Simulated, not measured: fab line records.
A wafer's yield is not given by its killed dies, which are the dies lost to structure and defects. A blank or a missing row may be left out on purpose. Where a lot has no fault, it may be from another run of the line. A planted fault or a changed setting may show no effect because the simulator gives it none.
Struck lot and sound lot, side by side | flow gf180mcu | 16 steps out of a route of 602
Sound: the wafers L568.1, L568.2, L568.4. Struck: wafers L572.2, L572.4, L572.6. The cause comes at the end.
At each step with rows: each side's tool, then ch and its chambers, then its first start. Under that, the readings that differ: sound wafers | struck wafers | difference of the means | sigmas: that difference in standard deviations of wafers without a fault.
alike: a reading whose means differ by less than 2 such deviations, as well as words and numbers matching on both sides. not compared: withheld readings; readings where some wafer has no value; bounds like >300 that might hide an equal value; numbers whose values overlap and for which the record gives no deviation.
Wherever a step has rows on one side only, a row that says differs or no value, or a row with sigmas, the two part there. Numbers that don't overlap but have no deviation are shown without sigmas and don't part them. A reading missing from all wafers of one side parts the sides only when that side holds two or more wafers.

first, 1 step without rows for these wafers: GF_HV_LDD_IMPLANT_09.
GF_HV_LDD_STRIP_10: strips in O2/N2.
  sound on plasma-asher-01 ch 0,1, day 13 11:14; struck on plasma-asher-01 ch 0,1, day 14 15:36
  alike: drypump-motor-current-A, heater-power-w, oes-product-au, strip-time-to-endpoint-s
  not compared: rf-hours-counter-h
GF_HV_LDD_TW_MEAS_11:
  sound on film-metro-03, day 13 11:20; struck on film-metro-03, day 14 15:43
  alike: HV_LDD_TW
then, 7 steps without rows for these wafers: GF_HV_LDD_DEHYDRATE_12 (time 60 s); GF_HV_LDD_HMDS_13 (prime time 60 s); GF_HV_LDD_COAT_14 (resist thk 1000 nm); GF_HV_LDD_SOFTBAKE_15 (time 60 s); GF_HV_LDD_EXPOSE_16 (exposes mask Pplus LV AREA, target cd 400 nm); GF_HV_LDD_PEB_17; GF_HV_LDD_DEVELOP_18 (develop time 60 s).
GF_HV_LDD_CD_MEAS_19: the cd target is 400 nm.
  sound on cd-sem-02, day 14 07:50; struck on cd-sem-02, day 15 12:44
  reading    | sound             | struck            | difference | sigmas
  cd-nm (nm) | 402.7 404.0 404.3 | 398.2 399.2 399.5 | -4.7       | -2
GF_HV_LDD_OVL_MEAS_20:
  sound on overlay-01, day 14 07:58; struck on overlay-02, day 15 12:51
  alike: HV_LDD_01_OVL
GF_HV_LDD_IMPLANT_21:
  struck on implanter-03, day 15 12:54; sound on implanter-01 ch 0, day 14 07:59
  no value came back on the struck wafers for beam-energy-keV, beam-on-s (s), faraday-current-uA; on the sound wafers beam-energy-keV reads 25.004 25.001 24.993
GF_HV_LDD_STRIP_22: strips in O2/N2.
  sound on plasma-asher-03 ch 0,1, day 14 08:08; struck on plasma-asher-04 ch 0,1, day 15 13:02
  alike: drypump-motor-current-A, heater-power-w, oes-product-au, strip-time-to-endpoint-s
  not compared: rf-hours-counter-h
GF_HV_LDD_TW_MEAS_23:
  sound on film-metro-02, day 14 08:14; struck on film-metro-04, day 15 13:08
  reading     | sound          | struck   | difference | sigmas
  HV_LDD_2_TW | 1059 1061 1062 | 30 30 30 | -1031      | -99 or more
then, 1 step without rows for these wafers: GF_HV_LDD_DEHYDRATE_24 (time 60 s).

WHERE THEY PART
At GF_HV_LDD_CD_MEAS_19 first; at GF_HV_LDD_TW_MEAS_23 last (within this record only).

WHY: what the simulator had put in
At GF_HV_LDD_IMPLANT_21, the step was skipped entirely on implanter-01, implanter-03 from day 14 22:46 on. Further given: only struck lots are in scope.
